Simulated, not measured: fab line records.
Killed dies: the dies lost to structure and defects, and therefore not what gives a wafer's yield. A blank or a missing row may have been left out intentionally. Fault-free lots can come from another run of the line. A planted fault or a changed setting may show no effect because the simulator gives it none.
Problem report in the 8D (eight disciplines) form, filled by code + flow gf180mcu + the parts of the form that need people (team, actions taken, sign-off) are left out

== 1. WHAT WENT WRONG ==
PASSIVATION_CVD_00_THK at GF_PASSIVATION_THK_MEAS_01 reads a mean of 1179 nm on 2 wafers of 1 lot; wafers without a fault read 999 nm with a standard deviation of 15. That puts it +12 standard deviations away from the usual mean.
First seen on wafer L394.3, day 32 00:13, on film-metro-02. At this step, 33 wafers from 11 lots have a number in the record. By rule, "out" or "out of limits" means more than 4 standard deviations away from the usual mean. Any other wafer with a number is counted as sound.

== 2. WHAT IT IS; WHAT IT IS NOT ==
| question                    | is                     | is not                                                                                       |
|-----------------------------|------------------------|----------------------------------------------------------------------------------------------|
| which readings at this step | PASSIVATION_CVD_00_THK | -                                                                                            |
| which lots                  | L394                   | L381, L383, L384, L386, L391, L396, L397, L400, L402, L403                                   |
| which wafers of those lots  | L394.3, L394.5         | L394.6                                                                                       |
| read on which gauges        | film-metro-02          | film-metro-03                                                                                |
| when                        | from day 32 00:13      | up to then (16 sound wafers); but 15 sound wafers of L396, L397, L400, L402, L403 came after |

== 3. THE SUSPECTS, EACH WITH WHAT RULES IT OUT ==
Counting: a tool at a process step up to the reading stays a suspect if it ran every lot that is out. Sound lots after the first of them don't rule it out here, since some wafers of a struck lot are sound.
- the gauge at GF_PASSIVATION_THK_MEAS_01 has been ruled out. All the wafers that are out were read on film-metro-02, but those of them that GF_PASSIVATION_CVD_00 has rows for are out there too, on other tools.
- rie-diel-03 at GF_V4_ETCH_16 (etches BARC in N2/H2): kept. It ran the lot that is out, L394 (day 28 16:52); its last sound lot up to then is L391 (day 28 01:40).
- rie-diel-03 at GF_V4_ETCH_17 (etches SiO2 in C4F8/O2/Ar, stops on TiN, target depth 630 nm): kept. It ran the lot that is out, L394 (day 28 18:31); its last sound lot up to then is L391 (day 28 03:18). Because GF_V4_ETCH_17 lacks a start for some lots, the hours and order of its lots are taken from GF_MIM_SPUTTER_03.
- pvd-sputter-01 at GF_MIM_SPUTTER_03 (material Ti, target thk 10 nm, time 6.7 s): kept. It ran the lot that is out, L394 (day 28 18:31); its last sound lot up to then is L381 (day 24 11:50).
- pecvd-04 at GF_PASSIVATION_CVD_00 (deposits SiO2 from TEOS, target thk 1000 nm, time 111.95 s): kept. It ran the lot that is out, L394 (day 32 00:07); its last sound lot up to then is L384 (day 29 04:19). Out on those wafers are its own readings of run-length-s.
- Within rie-diel-03 at GF_V4_ETCH_16: the wafers that are out ran in chambers 0, 2; their sound lot-mates ran in chamber 1.
- Within rie-diel-03 at GF_V4_ETCH_17: the wafers that are out ran in chambers 0, 2; their sound lot-mates ran in chamber 1.
- Within pecvd-04 at GF_PASSIVATION_CVD_00, the wafers that are out were processed in chamber 0 and their sound lot-mates in chamber 2.
Left after counting: rie-diel-03 at GF_V4_ETCH_16, rie-diel-03 at GF_V4_ETCH_17, pvd-sputter-01 at GF_MIM_SPUTTER_03, pecvd-04 at GF_PASSIVATION_CVD_00.

== 4. THE CAUSE (what the simulator had put in) ==
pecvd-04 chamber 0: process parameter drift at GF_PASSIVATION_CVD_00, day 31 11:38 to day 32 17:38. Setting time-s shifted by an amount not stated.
This tool is one of the 4 suspects left after counting.

== 5. THE EFFECT CHAIN, in route order ==
Each row: a reading whose mean over the struck wafers that have a number lies more than 3 standard deviations from the usual. Only readings for which the record gives a usual standard deviation are gone through. hours: the time from each lot's start at the first step in this table that gives one to its start at this step, as a median over the lots. sigmas: the change in usual standard deviations.
| hours | step                       | reading                | usual      | on struck wafers | change | sigmas |
|-------|----------------------------|------------------------|------------|------------------|--------|--------|
| 0     | GF_PASSIVATION_CVD_00      | run-length-s           | 139.8 s    | 160.4            | +20.6  | +36    |
| 0     | GF_PASSIVATION_THK_MEAS_01 | PASSIVATION_CVD_00_THK | 999 nm     | 1179             | +180   | +12    |
| 17    | GF_PASSIVATION_ETCH_11     | oes-product-au         | 0.989 a.u. | 0.950            | -0.039 | -5.6   |
The process steps in it:
- GF_PASSIVATION_CVD_00: deposits SiO2 from TEOS, target thk 1000 nm, time 111.95 s.
- GF_PASSIVATION_ETCH_11: etches the open film in CF4/O2, stops on TiN, target depth 2040 nm, time 453.3 s.

== 6. HOW IT WOULD HAVE BEEN CAUGHT EARLIER ==
The first out-of-limits reading at a measuring or inspecting step in this record came at day 32 00:13, 13 hours after the fault's start at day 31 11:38.
Tool's own readings at GF_PASSIVATION_CVD_00, run-length-s: out on all struck wafers the step has rows for; an alarm limit on them would have tripped on the first.
The start of GF_PASSIVATION_CVD_00 on pecvd-04 came by day 32 00:13 for every one of the lots that are out (1). Holding the tool at that point would not have protected any of them.
